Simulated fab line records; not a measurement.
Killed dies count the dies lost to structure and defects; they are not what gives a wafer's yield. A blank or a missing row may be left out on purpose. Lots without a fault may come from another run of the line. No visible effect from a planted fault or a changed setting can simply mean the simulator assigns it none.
Which tool was responsible?    flow gf180mcu    18 wafers from 6 lots sampled at 4 of the route's 602 steps

== WHAT THE GAUGES READ, wafer by wafer ==
GF_V1_RS_MEAS_24: measurement is done with a four-point probe.
lot   measured      on             V1_W_RS (ohm/sq)
L142  day 18 19:55  film_metro-04  0.319 0.325 0.321
L144  day 19 20:10  film_metro-04  0.327 0.336 0.325
L147  day 20 15:31  film_metro-01  0.332 0.329 0.325
L153  day 22 20:02  film_metro-04  0.341 0.350 0.348
L162  day 25 12:06  film_metro-03  0.331 0.323 0.334
L164  day 26 03:03  film_metro-01  0.323 0.326 0.334

== EACH LOT AND THE TOOL THAT RAN IT (in order: tool; ch and the chambers of the sampled wafers; start) ==
lot   GF_V1_CVD_02                     GF_V1_SPUTTER_21              GF_V1_CVD_23
L142  pecvd-01 ch 1,2, day 17 19:05    pvd_sputter-03, day 18 19:41  cvd_w-02 ch 0,1, day 18 19:47
L144  pecvd-04 ch 0,1,2, day 18 17:40  pvd_sputter-02, day 19 19:56  cvd_w-01 ch 0,1, day 19 20:02
L147  pecvd-04 ch 0,1,2, day 19 14:11  pvd_sputter-03, day 20 15:15  cvd_w-01 ch 0,1, day 20 15:23
L153  pecvd-04 ch 0,2, day 21 19:35    pvd_sputter-03, day 22 19:50  cvd_w-02 ch 0,1, day 22 19:56
L162  pecvd-01 ch 0,1,2, day 24 12:59  pvd_sputter-01, day 25 11:53  cvd_w-02 ch 0,1, day 25 11:59
L164  pecvd-01 ch 0,1, day 25 04:39    pvd_sputter-01, day 26 02:49  cvd_w-01 ch 0,1, day 26 02:55
- GF_V1_CVD_02: deposits SiO2 from TEOS, target thk 850 nm, time 94.851 s.
- GF_V1_SPUTTER_21: material Ti, target thk 15 nm, time 80.02 s.
- GF_V1_CVD_23: deposits W, target thk 350 nm, time 105.05 s.

== THE ANSWER, worked out from the rows above alone ==
Rule: usual is defined by the lots themselves. The widest of any qualifying gaps counts: lots, ordered by their means at a reading, are off when they make up no more than a third of the lots, leave a main group of 4 or more, and stand apart from it by 3 or more times the standard deviation of that group's means. The tables above print the reading to a certain number of digits; a main group whose means all agree to those digits is not used. A lot without any number at a reading at which 4 lots or more have one is off too. Any other lot the step has rows for is counted as sound.
Off: at GF_V1_RS_MEAS_24 (V1_W_RS), L153. For the main group the mean is 0.327 ohm/sq and the standard deviation 0.0029.
If a tool, at a process step before that reading, ran all the lots that are off and no sound lot after the first of them, it fits. Those tools and the gauges at GF_V1_RS_MEAS_24 are tried in the same way. Can't be told from this: 3 tools fit, pecvd-04 at GF_V1_CVD_02, pvd_sputter-03 at GF_V1_SPUTTER_21, film_metro-04 at GF_V1_RS_MEAS_24.

== WHAT WAS PUT IN BY THE SIMULATOR ==
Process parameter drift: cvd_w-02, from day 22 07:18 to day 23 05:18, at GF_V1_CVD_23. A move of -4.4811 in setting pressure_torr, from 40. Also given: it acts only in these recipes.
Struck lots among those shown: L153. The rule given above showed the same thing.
